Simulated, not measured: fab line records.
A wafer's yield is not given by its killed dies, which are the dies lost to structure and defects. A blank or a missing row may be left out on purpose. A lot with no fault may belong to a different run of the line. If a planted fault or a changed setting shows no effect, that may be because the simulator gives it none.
A struck lot beside a sound one || flow gf180mcu || 20 out of 602 route steps
Sound: these wafers, L498.2, L498.4, L498.6. The struck wafers were L499.1, L499.2, L499.4. At the end, the cause is stated.
Order at every step that has rows: each side's tool, ch and its chambers, its first start. Under that, the readings that differ: sound wafers || struck wafers || difference of the means || sigmas: that difference in standard deviations of wafers without a fault.
alike: same words and numbers on both sides, and readings whose means sit less than 2 such deviations apart. not compared: any withheld reading, any reading some wafer has no value for, any bound like >300 that may hide the same value, and any number with overlapping values for which the record gives no deviation.
A row with sigmas, a row that says differs or no value, or rows on one side alone: a step with any of these is where the two part. When numbers do not overlap yet have no deviation, they are printed without sigmas and do not part them. A reading that every wafer of one side lacks parts them only if that side has two wafers or more.

first, 6 steps without rows for these wafers: GF_VT_IMPLANT_HMDS_23 (prime time 60 s); GF_VT_IMPLANT_COAT_24 (resist thk 1000 nm); GF_VT_IMPLANT_SOFTBAKE_25 (time 60 s); GF_VT_IMPLANT_EXPOSE_26 (exposes mask LVPWELL HV AREA, target cd 860 nm); GF_VT_IMPLANT_PEB_27; GF_VT_IMPLANT_DEVELOP_28 (develop time 60 s).
GF_VT_IMPLANT_OVL_MEAS_29:
  sound on overlay-01 at day 9 07:38; struck on overlay-02 at day 9 13:02
{"reading": "VT_IMPLANT_02_OVL (nm)", "sound": "2.0 1.4 2.6", "struck": "-3.5 -3.4 -2.1", "difference": -5.0, "sigmas": -4}
after that, 1 step had no rows for these wafers: GF_VT_IMPLANT_IMPLANT_30.
GF_VT_IMPLANT_STRIP_31: strips in O2/N2.
  sound on plasma asher-04 ch 0,1, day 9 07:49; struck on plasma asher-04 ch 0,1, day 9 13:13
  alike: drypump motor current A, heater power w, n2 flow sccm, oes product au, strip time to endpoint s
  not compared: rf hours counter h
GF_VT_IMPLANT_TW_MEAS_32:
  sound on film metro-01 at day 9 07:56; struck on film metro-03 at day 9 13:19
  alike: VT_IMPLANT_3_TW
then, 2 steps without rows for these wafers: GF_VT_IMPLANT_DEHYDRATE_33 (time 60 s); GF_VT_IMPLANT_HMDS_34 (prime time 60 s).
GF_VT_IMPLANT_COAT_35: resist thk 1000 nm.
  struck on litho track-04, day 9 21:50; sound on litho track-01 ch 0, day 9 16:14
  no value came back on the struck wafers for chill plate temp C (C), dispense pressure kPa (kPa), spin speed rpm (rpm); on the sound wafers chill plate temp C (C) reads 23.00 23.04 23.00
then, 4 steps without rows for these wafers: GF_VT_IMPLANT_SOFTBAKE_36 (time 60 s); GF_VT_IMPLANT_EXPOSE_37 (exposes mask Nwell HV AREA, target cd 860 nm); GF_VT_IMPLANT_PEB_38; GF_VT_IMPLANT_DEVELOP_39 (develop time 60 s).
GF_VT_IMPLANT_OVL_MEAS_40:
  sound on overlay-02 at day 10 00:50; struck on overlay-02 at day 10 07:04
{"reading": "VT_IMPLANT_03_OVL (nm)", "sound": "1.2 0.9 0.9", "struck": "- - -", "difference": "no value on the struck wafers", "sigmas": ""}
after that, 1 step had no rows for these wafers: GF_VT_IMPLANT_IMPLANT_41.
-- the record jumps here: 22 days lie between the struck wafers' starts before and after (it left off in module VT_IMPLANT and takes up again in module PASSIVATION, whose first step shown is number 602 of the route) --
GF_PASSIVATION_PROBE_99:
  rows exist in the record for the struck wafers here (prober-02, day 31 19:25), but not for the sound ones

== WHERE THEY PART ==
Earliest at GF_VT_IMPLANT_OVL_MEAS_29; latest, in this record, at GF_PASSIVATION_PROBE_99.

WHY: whatever the simulator had introduced
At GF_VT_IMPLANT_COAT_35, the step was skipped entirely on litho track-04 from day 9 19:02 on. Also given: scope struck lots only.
